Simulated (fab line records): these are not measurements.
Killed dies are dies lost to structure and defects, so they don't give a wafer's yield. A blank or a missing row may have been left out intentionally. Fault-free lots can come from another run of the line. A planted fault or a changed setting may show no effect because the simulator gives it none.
Which tool was responsible?    flow gf180mcu    11 lots with 33 wafers sampled at 7 steps, on a route of 602 steps

WHAT EACH GAUGE READ, for each wafer
GF_PSD_TW_MEAS_11.
lot   measured      on             PSD_TW
L597  day 15 17:49  film_metro-03  3144 3120 3151
L599  day 16 17:16  film_metro-04  3193 3210 3190
L604  day 18 03:43  film_metro-03  2868 2874 2895
L605  day 18 11:22  film_metro-04  3208 3207 3214
L606  day 18 19:31  film_metro-03  2871 2883 2864
L609  day 20 08:31  film_metro-01  3186 3191 3182
L611  day 20 20:58  film_metro-01  3181 3167 3171
L613  day 21 13:37  film_metro-01  3180 3187 3155
L614  day 21 18:30  film_metro-01  3178 3184 3184
L615  day 22 08:34  film_metro-03  3162 3146 3150
L617  day 22 21:06  film_metro-04  3196 3195 3184

GF_PSD_RS_MEAS_15: the measuring method here is four-point-probe.
lot   measured      on             PSD_RS (ohm/sq)
L597  day 15 18:08  film_metro-03  108.37 108.99 108.52
L599  day 16 17:40  film_metro-03  108.92 108.59 109.24
L604  day 18 04:06  film_metro-03  125.42 125.50 126.25
L605  day 18 11:41  film_metro-03  108.67 108.40 108.67
L606  day 18 19:50  film_metro-04  126.04 126.01 126.17
L609  day 20 08:50  film_metro-03  108.79 108.67 108.49
L611  day 20 21:17  film_metro-04  108.38 108.91 108.66
L613  day 21 13:56  film_metro-04  108.61 108.32 108.46
L614  day 21 18:49  film_metro-04  108.29 108.42 108.24
L615  day 22 08:53  film_metro-04  107.78 108.42 108.82
L617  day 22 21:26  film_metro-04  109.09 108.97 108.73

GF_CONTACT_THK_MEAS_03.
lot   measured      on             CONTACT_CVD_02_THK (nm)
L597  day 16 18:18  film_metro-02  860 878 887
L599  day 17 18:49  film_metro-04  861 857 878
L604  day 19 05:59  film_metro-02  842 859 852
L605  day 19 13:14  film_metro-01  862 856 865
L606  day 19 21:58  film_metro-02  855 873 866
L609  day 21 10:47  film_metro-04  862 874 873
L611  day 21 22:22  film_metro-01  875 870 869
L613  day 22 15:34  film_metro-04  870 882 883
L614  day 22 20:30  film_metro-04  871 864 853
L615  day 23 09:50  film_metro-01  871 882 898
L617  day 23 21:32  film_metro-04  874 890 899

WHICH TOOL RAN EACH LOT (tool, then ch and the chambers of the sampled wafers, then the start)
lot   GF_PSD_IMPLANT_09                GF_PSD_STRIP_10                       GF_SAB_ETCH_11                      GF_SALICIDE_RTA_06
L597  implanter-04 ch 0, day 15 17:35  plasma_asher-02 ch 1, day 15 17:42    rie_diel-01 ch 1,2, day 16 17:08    rtp_anneal-01 ch 0, day 16 17:44
L599  implanter-01 ch 0, day 16 17:02  plasma_asher-02 ch 0,1, day 16 17:09  rie_diel-04 ch 1,3, day 17 17:39    rtp_anneal-01 ch 0, day 17 18:14
L604  implanter-01 ch 0, day 18 03:28  plasma_asher-01 ch 0,1, day 18 03:37  rie_diel-04 ch 0,1,3, day 19 04:57  rtp_anneal-01 ch 0, day 19 05:31
L605  implanter-04 ch 0, day 18 11:07  plasma_asher-02 ch 0,1, day 18 11:16  rie_diel-01 ch 1,2,3, day 19 12:12  rtp_anneal-02 ch 0, day 19 12:46
L606  implanter-01 ch 0, day 18 19:16  plasma_asher-04 ch 0,1, day 18 19:24  rie_diel-03 ch 0,3, day 19 20:53    rtp_anneal-02 ch 0, day 19 21:29
L609  implanter-02 ch 0, day 20 08:16  plasma_asher-02 ch 0,1, day 20 08:25  rie_diel-01 ch 1,2,3, day 21 09:44  rtp_anneal-02 ch 0, day 21 10:19
L611  implanter-04 ch 0, day 20 20:43  plasma_asher-04 ch 0,1, day 20 20:52  rie_diel-04 ch 1,2,3, day 21 21:20  rtp_anneal-02 ch 0, day 21 21:55
L613  implanter-04 ch 0, day 21 13:23  plasma_asher-04 ch 0,1, day 21 13:31  rie_diel-01 ch 0,1,2, day 22 14:29  rtp_anneal-01 ch 0, day 22 15:06
L614  implanter-04 ch 0, day 21 18:15  plasma_asher-02 ch 0,1, day 21 18:24  rie_diel-04 ch 1,2,3, day 22 19:28  rtp_anneal-02 ch 0, day 22 20:02
L615  implanter-02 ch 0, day 22 08:19  plasma_asher-02 ch 0,1, day 22 08:27  rie_diel-03 ch 0,1,2, day 23 08:35  rtp_anneal-01 ch 0, day 23 09:16
L617  implanter-04 ch 0, day 22 20:53  plasma_asher-04 ch 0,1, day 22 21:00  rie_diel-01 ch 1,2,3, day 23 20:29  rtp_anneal-02 ch 0, day 23 21:06
- GF_PSD_IMPLANT_09
- GF_PSD_STRIP_10: strips in O2/N2.
- GF_SAB_ETCH_11: etches SiO2 in C4F8/O2/Ar, target depth 55 nm, time 8.5 s.
- GF_SALICIDE_RTA_06: time 30 s.

WHAT THE TOOLS THEMSELVES READ (means of the sampled wafers that have a number; where no wafer has one, the mark that the record gives instead)
GF_PSD_IMPLANT_09.
lot   tool          beam_energy_keV  tilt_deg (degrees)
L597  implanter-04  40.013           6.964
L599  implanter-01  39.992           6.992
L604  implanter-01  28.919           7.004
L605  implanter-04  39.996           7.022
L606  implanter-01  28.916           6.999
L609  implanter-02  39.990           7.030
L611  implanter-04  40.005           6.986
L613  implanter-04  40.008           6.999
L614  implanter-04  39.994           7.010
L615  implanter-02  40.000           7.004
L617  implanter-04  40.012           7.026

GF_PSD_STRIP_10.
lot   tool             drypump_motor_current_A (A)  heater_power_w (W)  o2_flow_sccm (sccm)  oes_product_au (a.u.)  platen_temp_c (C)  strip_time_to_endpoint_s (s)
L597  plasma_asher-02  5.7                          346                 3002                 0.590                  250.18             16.50
L599  plasma_asher-02  5.7                          340                 2993                 0.593                  250.06             16.55
L604  plasma_asher-01  6.1                          320                 3003                 0.613                  249.95             15.52
L605  plasma_asher-02  5.7                          343                 3002                 0.593                  249.76             16.57
L606  plasma_asher-04  5.9                          374                 2997                 0.615                  249.89             15.45
L609  plasma_asher-02  5.8                          339                 2992                 0.590                  249.97             16.45
L611  plasma_asher-04  6.0                          354                 2994                 0.591                  250.21             16.50
L613  plasma_asher-04  5.9                          378                 2996                 0.592                  249.79             16.54
L614  plasma_asher-02  5.8                          345                 3006                 0.590                  250.03             16.51
L615  plasma_asher-02  5.8                          336                 3010                 0.591                  249.95             16.53
L617  plasma_asher-04  5.9                          362                 3009                 0.592                  249.86             16.54

GF_SAB_ETCH_11.
lot   tool         oes_product_au (a.u.)
L597  rie_diel-01  1.008
L599  rie_diel-04  1.026
L604  rie_diel-04  1.002
L605  rie_diel-01  0.994
L606  rie_diel-03  1.014
L609  rie_diel-01  0.994
L611  rie_diel-04  1.018
L613  rie_diel-01  1.001
L614  rie_diel-04  1.021
L615  rie_diel-03  0.997
L617  rie_diel-01  0.986

GF_SALICIDE_RTA_06.
lot   tool           anneal_temp_c_max  lamp_power_pct (%)  wafer_temp_C_max
L597  rtp_anneal-01  532.9              6.01                532.6
L599  rtp_anneal-01  532.6              6.01                532.9
L604  rtp_anneal-01  532.7              6.01                532.2
L605  rtp_anneal-02  534.0              5.47                532.8
L606  rtp_anneal-02  533.3              5.47                532.7
L609  rtp_anneal-02  533.6              5.47                533.2
L611  rtp_anneal-02  534.3              5.47                533.2
L613  rtp_anneal-01  531.8              6.01                532.8
L614  rtp_anneal-02  534.0              5.47                533.0
L615  rtp_anneal-01  532.4              6.01                532.6
L617  rtp_anneal-02  534.6              5.47                533.0

THE ANSWER, worked out from the rows above alone
Rule: the usual values come from the lots themselves. Put in order of their means at a reading, lots are off if they are a third of the lots or fewer, leave a main group of 4 or more, and stand apart from it by a gap of 3 or more times the standard deviation of the main group's means; of several such gaps the widest counts. The tables above print the reading to a certain number of digits; a main group whose means all agree to those digits is not used. Also off: a lot with no number at a reading for which 4 or more lots have one. Any other lot the step has rows for is counted as sound. After the gauges, taken in route order, come the tools' own readings; for these a lot's mean is taken, as printed above. At the first step where some lot is off, the reading lying furthest off is the one used; lots without a number count as furthest.
Off: L604, L606, seen at GF_PSD_TW_MEAS_11 (PSD_TW). Main group: mean 3178, sd 21.
If a tool, at a process step before that reading, ran all the lots that are off and no sound lot after the first of them, it fits. Not tried: the gauges at GF_PSD_TW_MEAS_11; whatever is off there is also off at GF_PSD_IMPLANT_09, on other tools, and gauge error can't account for it. One fits: implanter-01 at GF_PSD_IMPLANT_09. Its last sound lot is L599 (day 16 17:02), its first lot that is off L604 (day 18 03:28): a fault that began between those two fits.
On the lots that are off, the tool's own readings at GF_PSD_IMPLANT_09 differ by more than 5 times the standard deviation of the sound lots' means, which bears it out; beam_energy_keV reads 28.918 there versus 40.001 on the sound lots.

WHAT THE SIMULATOR HAD PUT IN
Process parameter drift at GF_PSD_IMPLANT_09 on implanter-01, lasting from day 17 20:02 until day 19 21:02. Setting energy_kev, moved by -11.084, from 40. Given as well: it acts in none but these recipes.
Lots struck among those shown: L604, L606. The rule above found the same.
